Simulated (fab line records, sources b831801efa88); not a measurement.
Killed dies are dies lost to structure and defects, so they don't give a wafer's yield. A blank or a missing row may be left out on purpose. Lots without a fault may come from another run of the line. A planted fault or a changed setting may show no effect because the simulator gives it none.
Which tool did it? | flow sky130 | 14 lots, 42 wafers sampled, at 5 steps of a route of 708

WHAT THE GAUGES READ, wafer by wafer
The record holds no reading of a measuring or inspecting step that can be judged against a usual standard deviation.

WHICH TOOL RAN EACH LOT (tool, then ch and the chambers of the sampled wafers, then the start)
lot  | SKY_LOCAL_INTERCONNECT_CLEAN_18 | SKY_VIA4_CMP_02               | SKY_VIA4_ETCH_12                   | SKY_PASSIVATION_CVD_00          | SKY_PAD_OPEN_PROBE_99
L420 | wet_bench-01 ch 1, day 30 12:43 | cmp-01 ch 0,1,2, day 41 21:04 | rie_diel-02 ch 0,1,2, day 42 20:05 | pecvd-03 ch 0,2, day 43 21:04   | -
L421 | wet_bench-01 ch 1, day 30 16:40 | cmp-02 ch 0,1,3, day 42 02:21 | rie_diel-01 ch 0,1,3, day 43 01:00 | pecvd-03 ch 0,2, day 44 01:32   | -
L423 | wet_bench-04 ch 0, day 32 06:23 | cmp-02 ch 0,1,2, day 43 11:56 | rie_diel-01 ch 0,1, day 44 09:57   | pecvd-03 ch 0,1, day 45 10:02   | -
L424 | wet_bench-02 ch 1, day 32 15:07 | cmp-02 ch 0,1, day 43 18:17   | rie_diel-02 ch 0,1,2, day 44 16:46 | pecvd-04 ch 1,2, day 45 16:58   | -
L427 | wet_bench-02 ch 1, day 33 09:07 | cmp-01 ch 0,2,3, day 44 06:17 | rie_diel-04 ch 0,1, day 45 03:46   | pecvd-02 ch 0,1,2, day 46 03:22 | -
L428 | wet_bench-01 ch 1, day 34 01:30 | cmp-02 ch 0,1, day 45 00:07   | rie_diel-04 ch 0,1, day 45 21:25   | pecvd-02 ch 0,1,2, day 46 20:30 | -
L430 | wet_bench-04 ch 3, day 34 05:49 | cmp-02 ch 0,1,3, day 45 02:04 | rie_diel-04 ch 0,1,3, day 45 22:53 | pecvd-03 ch 0,1, day 46 22:06   | -
L429 | wet_bench-01 ch 3, day 34 10:25 | cmp-02 ch 0,1,2, day 45 04:21 | rie_diel-02 ch 0,1,2, day 46 00:51 | pecvd-02 ch 0,1,2, day 46 23:41 | -
L433 | wet_bench-04 ch 2, day 35 13:58 | cmp-02 ch 1,2,3, day 46 02:34 | rie_diel-01 ch 0,1,2, day 46 22:58 | pecvd-03 ch 0,1,2, day 47 21:21 | prober-01, day 49 13:49
L434 | wet_bench-02 ch 1, day 35 16:34 | cmp-02 ch 0,1,3, day 46 05:46 | rie_diel-04 ch 1,2,3, day 47 02:08 | pecvd-04 ch 0,1, day 48 00:54   | -
L437 | wet_bench-04 ch 3, day 36 03:28 | cmp-02 ch 0,1,3, day 46 14:52 | rie_diel-02 ch 0,2, day 47 11:44   | pecvd-04 ch 0,1, day 48 09:31   | prober-02, day 50 00:58
L439 | wet_bench-02 ch 3, day 36 19:48 | cmp-02 ch 0,1,3, day 47 01:49 | rie_diel-02 ch 1,2, day 47 21:17   | pecvd-04 ch 0,2, day 48 18:25   | -
L441 | wet_bench-02 ch 0, day 37 15:53 | cmp-02 ch 1,2,3, day 47 19:04 | rie_diel-01 ch 1,2, day 48 14:55   | pecvd-02 ch 0,2, day 49 11:33   | -
L442 | wet_bench-01 ch 3, day 37 16:07 | cmp-02 ch 0,2,3, day 47 20:10 | rie_diel-02 ch 2,3, day 48 15:45   | pecvd-04 ch 1,2, day 49 11:58   | -
- SKY_LOCAL_INTERCONNECT_CLEAN_18: cleans in O3/DIW.
- SKY_VIA4_CMP_02: polishes SiO2.
- SKY_VIA4_ETCH_12: etches SiO2 in C4F8/O2/Ar, stops on TiN, target depth 580 nm.
- SKY_PASSIVATION_CVD_00: deposits SiO2, target thk 90 nm.
- SKY_PAD_OPEN_PROBE_99

WHAT THE TOOLS THEMSELVES READ (means of the sampled wafers that have a number; where no wafer has one, the mark that the record gives instead)
SKY_VIA4_CMP_02. Usual: motor_current_A 11.5 A, standard deviation 0.72.
lot  | tool   | motor_current_A (A) | flag
L420 | cmp-01 | 12.3                |
L421 | cmp-02 | 11.7                |
L423 | cmp-02 | 11.7                |
L424 | cmp-02 | 11.7                |
L427 | cmp-01 | 11.2                |
L428 | cmp-02 | 11.5                |
L430 | cmp-02 | 11.6                |
L429 | cmp-02 | 11.7                |
L433 | cmp-02 | 11.1                |
L434 | cmp-02 | 11.9                |
L437 | cmp-02 | 11.5                |
L439 | cmp-02 | 11.8                |
L441 | cmp-02 | 11.4                |
L442 | cmp-02 | 11.4                |

SKY_VIA4_ETCH_12. Usual: chamber_pressure_mTorr 40.00 mTorr, standard deviation 0.035; oes_product_au 0.926 a.u., standard deviation 0.0044.
lot  | tool        | chamber_pressure_mTorr (mTorr) | oes_product_au (a.u.) | flag
L420 | rie_diel-02 | 39.98                          | 0.923                 |
L421 | rie_diel-01 | 40.01                          | 0.926                 |
L423 | rie_diel-01 | 40.02                          | 0.923                 |
L424 | rie_diel-02 | 39.96                          | 0.921                 |
L427 | rie_diel-04 | 40.01                          | 0.924                 |
L428 | rie_diel-04 | 40.05                          | 0.932                 |
L430 | rie_diel-04 | 40.03                          | 0.934                 |
L429 | rie_diel-02 | 39.95                          | 0.925                 |
L433 | rie_diel-01 | 40.02                          | 0.924                 |
L434 | rie_diel-04 | 39.99                          | 0.929                 |
L437 | rie_diel-02 | 40.01                          | 0.928                 |
L439 | rie_diel-02 | 40.02                          | 0.929                 |
L441 | rie_diel-01 | 40.05                          | 0.922                 |
L442 | rie_diel-02 | 39.99                          | 0.922                 |

SKY_PASSIVATION_CVD_00. Usual: heater_power_w 691 W, standard deviation 86; susceptor_temp_C 399.98 C, standard deviation 0.23.
lot  | tool     | heater_power_w (W) | susceptor_temp_C (C) | flag
L420 | pecvd-03 | 741                | 399.93               |
L421 | pecvd-03 | 594                | 400.01               |
L423 | pecvd-03 | 673                | 400.26               |
L424 | pecvd-04 | 683                | 399.84               |
L427 | pecvd-02 | 658                | 400.02               |
L428 | pecvd-02 | 682                | 399.93               |
L430 | pecvd-03 | 689                | 399.72               |
L429 | pecvd-02 | 664                | 399.82               |
L433 | pecvd-03 | 677                | 400.22               |
L434 | pecvd-04 | 772                | 399.93               |
L437 | pecvd-04 | 726                | 400.03               |
L439 | pecvd-04 | 634                | 399.78               |
L441 | pecvd-02 | 533                | 399.96               |
L442 | pecvd-04 | 700                | 399.92               |

SKY_PAD_OPEN_PROBE_99. Usual: killed_at_M0_to_M3 43, standard deviation 6.9; killed_at_M4_up 3.0, standard deviation 1.8; killed_at_contacts 24, standard deviation 4.8; killed_at_front_end 15, standard deviation 4.5; killed_at_other 0.4, standard deviation 0.67; killed_dies 86, standard deviation 9.2; killed_open 46, standard deviation 6.9; killed_short 39, standard deviation 6.
lot  | tool      | killed_at_M0_to_M3 | killed_at_M4_up | killed_at_contacts | killed_at_front_end | killed_at_other | killed_dies | killed_open | killed_short | flag
L433 | prober-01 | 42                 | 4.7             | 69                 | 18                  | 0.7             | 134         | 48          | 42           | OFF
L437 | prober-02 | 42                 | 2.0             | 78                 | 13                  | 0.0             | 135         | 41          | 35           | OFF

THE ANSWER, worked out from the rows above alone
Rule: a lot is off if the mean of its wafers that have a number lies more than 3 standard deviations from the usual mean. A lot without any number at a reading at which 4 lots or more have one is off too. The other lots that the step has rows for count as sound. The gauges are gone through in route order, then the tools' own readings, and for those a lot's mean is taken as printed above. The first step at which some lot is off is used, and at that step the reading that is off furthest; a lot without a number counts as furthest.
Off: L433, L437, at SKY_PAD_OPEN_PROBE_99 (killed_at_contacts). Neither off nor sound, because the step has no rows for them: L420, L421, L423, L424, L427, L428, L430, L429, L434, L439, L441, L442.
A tool fits if, at that step or a process step before it, it ran every lot that is off, and no sound lot after the first of them. Can't be told from this: 2 tools fit, wet_bench-04 at SKY_LOCAL_INTERCONNECT_CLEAN_18, cmp-02 at SKY_VIA4_CMP_02.

WHAT THE SIMULATOR HAD PUT IN
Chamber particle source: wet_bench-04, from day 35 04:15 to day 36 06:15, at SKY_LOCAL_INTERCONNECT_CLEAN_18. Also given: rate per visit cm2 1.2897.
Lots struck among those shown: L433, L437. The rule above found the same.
